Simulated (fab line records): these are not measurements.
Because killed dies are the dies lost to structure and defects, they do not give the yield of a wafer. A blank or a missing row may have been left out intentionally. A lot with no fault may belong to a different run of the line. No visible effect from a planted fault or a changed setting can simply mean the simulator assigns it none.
Comparing a struck lot with a sound one || flow sky130 || 43 steps out of a route of 708
Sound: wafers L968.1, L968.3, L968.4. Struck: wafers L978.1, L978.5 (left out: L978.3, a lot-mate that was not struck); the cause follows at the end.
Order at every step that has rows: each side's tool, ch and its chambers, its first start. Under that, the readings that differ: sound wafers || struck wafers || difference of the means || sigmas: that difference in standard deviations of wafers without a fault.
alike: words and numbers the same on both sides, and readings whose means are apart by under 2 such deviations; not compared: readings that were withheld, readings missing a value for some wafer, numbers with overlapping values and no deviation given by the record, and bounds like >300 which may hide the same value.
The two part at a step that has a row with sigmas, a row that says differs or no value, or rows on one side only. Non-overlapping numbers with no deviation appear without sigmas and do not part them. A reading that every wafer of one side lacks parts them only if that side has two wafers or more.

first, 1 step without rows for these wafers: SKY_VIA2_SPUTTER_20 (material TiN, target thk 20 nm, time 80 s).
SKY_VIA2_CVD_21: deposits W, target thk 420 nm, time 126.4 s.
  sound on cvd w-02 ch 0,1, day 37 19:56; struck on cvd w-01 ch 0,1, day 40 18:44
  alike: heater power outer w, heater power w
SKY_VIA2_RS_MEAS_22: measurement is done with a four-point probe.
  sound: film metro-01 at day 37 20:04; struck: film metro-01 at day 40 18:53
  alike: VIA2_W_RS
SKY_VIA2_THK_MEAS_23: measures by xrf.
  sound: film metro-01 at day 37 20:11; struck: film metro-01 at day 40 19:00
  alike: VIA2_W_THK
then, 3 steps without rows for these wafers: SKY_VIA2_CMP_24 (polishes, stops on SiO2, t overpolish 20 s, target thk 0 nm); SKY_METAL3_SPUTTER_00 (material Ti, target thk 15 nm, time 10 s); SKY_METAL3_SPUTTER_01 (material TiN, target thk 20 nm, time 16.7 s).
SKY_METAL3_SPUTTER_02: material AlCu, target thk 735 nm, time 39.1 s.
  sound: pvd sputter-03 at day 37 20:35; struck: pvd sputter-02 at day 40 19:24
  alike: throttle valve pct
SKY_METAL3_SPUTTER_03: material Ti, target thk 5 nm, time 3.3 s.
  sound: pvd sputter-03 at day 37 20:38; struck: pvd sputter-02 at day 40 19:26
  alike: throttle valve pct
then, 2 steps without rows for these wafers: SKY_METAL3_SPUTTER_04 (material TiN, target thk 70 nm, time 58.3 s); SKY_CAPM_CVD_00 (deposits SiO2, target thk 15.5 nm).
SKY_CAPM_THK_MEAS_01:
  sound: film metro-04 at day 37 20:43; struck: film metro-04 at day 40 19:32
  alike: CAPM_CVD_00_THK
SKY_CAPM_SPUTTER_02: material TiN, target thk 200 nm, time 166.7 s.
  sound: pvd sputter-01 at day 37 20:47; struck: pvd sputter-01 at day 40 19:35
{"reading": "model.TiN_of_CAPM_SPUTTER_02.thk nm (nm)", "sound": "195.7 197.7 197.9", "struck": "225.3 226.3", "difference": "+28.7", "sigmas": ""}
  alike: throttle valve pct
SKY_CAPM_RS_MEAS_03: measurement is done with a four-point probe.
  sound: film metro-01 at day 37 20:53; struck: film metro-04 at day 40 19:59
{"reading": "CAPM_TIN_RS (ohm/sq)", "sound": "7.05 6.99 6.99", "struck": "6.12 6.10", "difference": -0.90, "sigmas": -11}
  not compared: hold
SKY_CAPM_THK_MEAS_04: measures by xrf.
  sound: film metro-01 at day 37 21:01; struck: film metro-04 at day 41 01:58
{"reading": "CAPM_TIN_THK (nm)", "sound": "192.8 195.1 194.7", "struck": "221.0 221.7", "difference": "+27.2", "sigmas": "+9"}
  not compared: hold
then, 6 steps without rows for these wafers: SKY_CAPM_HMDS_06 (prime time 60 s); SKY_CAPM_COAT_07 (resist thk 1140 nm); SKY_CAPM_SOFTBAKE_08 (time 60 s); SKY_CAPM_EXPOSE_09 (exposes mask CAPM, target cd 1000 nm); SKY_CAPM_PEB_10; SKY_CAPM_DEVELOP_11 (develop time 60 s).
SKY_CAPM_OVL_MEAS_12:
  sound: overlay-02 at day 38 21:55; struck: overlay-01 at day 41 18:45
  alike: CAPM_OVL
SKY_CAPM_METAL_ETCH_13: etches TiN in Cl2/BCl3, stops on SiO2, target depth 220 nm, time 62.9 s.
  sound on rie metal-03 ch 0,1, day 38 21:57; struck on rie metal-03 ch 0,1, day 41 18:47
{"reading": "oes product au (a.u.)", "sound": "0.936 0.939 0.934", "struck": "0.995 0.993", "difference": "+0.058", "sigmas": "+8"}
{"reading": "throttle valve pct (%)", "sound": "21.904 21.921 21.915", "struck": "21.865 21.865", "difference": -0.048, "sigmas": -5}
  alike: drypump motor current A, mfc cl2 sccm
  not compared: rf hours counter h
then, 12 steps without rows for these wafers: SKY_CAPM_STRIP_14 (strips in O2/N2); SKY_CAPM_STRIP_15 (strips in post etch residue remover, time 1200 s); SKY_CAPM_CLEAN_16 (cleans in IPA, time 180 s); SKY_CAPM_CLEAN_17 (cleans in O3/DIW); SKY_METAL3_DEHYDRATE_05 (time 60 s); SKY_METAL3_HMDS_06 (prime time 60 s); SKY_METAL3_COAT_07 (resist thk 60 nm); SKY_METAL3_COAT_08 (resist thk 1140 nm); SKY_METAL3_SOFTBAKE_09 (time 90 s); SKY_METAL3_EXPOSE_10 (exposes mask MM3, target cd 300 nm); SKY_METAL3_PEB_11; SKY_METAL3_DEVELOP_12 (develop time 60 s).
SKY_METAL3_CD_MEAS_13: the cd target is 300 nm.
  sound: cd sem-01 at day 39 23:22; struck: cd sem-02 at day 42 18:28
  alike: cd nm
SKY_METAL3_OVL_MEAS_14:
  sound: overlay-01 at day 39 23:29; struck: overlay-01 at day 42 18:35
{"reading": "METAL3_OVL (nm)", "sound": "-14 -9 -2", "struck": "10 6", "difference": "+16", "sigmas": "+3"}
SKY_METAL3_DESCUM_15: chemistry O2, time 8 s.
  sound on rie metal-01 ch 0,1, day 39 23:31; struck on rie metal-01 ch 1, day 42 18:37
  alike: drypump motor current A, oes product au
  not compared: rf hours counter h
then, 2 steps without rows for these wafers: SKY_METAL3_ETCH_16 (etches BARC in N2/H2, stops on SiO2, time 88.2 s, target depth 60 nm); SKY_METAL3_ETCH_17 (etches SiO2 in C4F8/O2/Ar, stops on TiN, time 3.9 s, target depth 15 nm).
SKY_METAL3_METAL_ETCH_18: etches the open film in Cl2/BCl3, stops on SiO2, target depth 845 nm, time 183.1 s.
  sound on rie metal-04 ch 0, day 39 23:40; struck on rie metal-02 ch 1, day 42 18:46
{"reading": "mfc cl2 sccm (sccm)", "sound": "60.12 59.92 59.74", "struck": "60.37 60.24", "difference": "+0.38", "sigmas": "+2"}
  alike: drypump motor current A, oes product au, throttle valve pct
  not compared: rf hours counter h
SKY_METAL3_STRIP_20: strips in post etch residue remover, time 1200 s.
  sound on wet bench-02 ch 1, day 40 00:07; struck on wet bench-01 ch 0, day 42 19:02
{"reading": "model.TiN_of_CAPM_SPUTTER_02.thk nm (nm)", "sound": "194.8 196.8 197.1", "struck": "224.5 225.5", "difference": "+28.8", "sigmas": ""}
-- the record jumps here: 6 days lie between the struck wafers' starts before and after (it left off in module METAL3 and takes up again in module PAD_OPEN, whose first step shown is number 708 of the route) --
SKY_PAD_OPEN_PROBE_99:
  sound: prober-02 at day 46 23:26; struck: prober-01 at day 49 05:25
{"reading": "model.etest.met3.line ohm um", "sound": "0.1455 0.1494 0.1477", "struck": "749.9 591.9", "difference": "+670.8", "sigmas": ""}
{"reading": "model.etest.via3 chain.rc ohm", "sound": "10.01 9.454 9.478", "struck": "565.9 433.8", "difference": "+490.2", "sigmas": ""}
{"reading": "model.etest.tester.sort n pass", "sound": "389 410 411", "struck": "0 0", "difference": -403, "sigmas": ""}
{"reading": "model.etest.met3.rs ohm sq", "sound": "0.04261 0.04381 0.04398", "struck": "226.2 176.9", "difference": "+201.5", "sigmas": ""}
{"reading": "model.etest.tester.sort yield pct (%)", "sound": "79.06 83.33 83.54", "struck": "0 0", "difference": -82, "sigmas": ""}
{"reading": "model.etest.tester.sort_bin_4_pct (%)", "sound": "0 0 0", "struck": "82.32 81.91", "difference": "+82.11", "sigmas": ""}
{"reading": "model.etest.cap mim.short", "sound": "0 0 0", "struck": "1 1", "difference": "+1", "sigmas": ""}
  alike: defect limited yield, killed_at_M0_to_M3, killed_at_M4_up, killed at contacts, killed at front end, killed at other, killed dies, killed open, killed short
  not compared: model.etest.met3.rs ohm sq rim less centre

== WHERE THEY PART ==
Last at SKY_METAL3_METAL_ETCH_18 as far as this record goes, first at SKY_CAPM_RS_MEAS_03. Later steps at which nothing parts them and some readings are alike: SKY_PAD_OPEN_PROBE_99.

WHY: what had been put in by the simulator
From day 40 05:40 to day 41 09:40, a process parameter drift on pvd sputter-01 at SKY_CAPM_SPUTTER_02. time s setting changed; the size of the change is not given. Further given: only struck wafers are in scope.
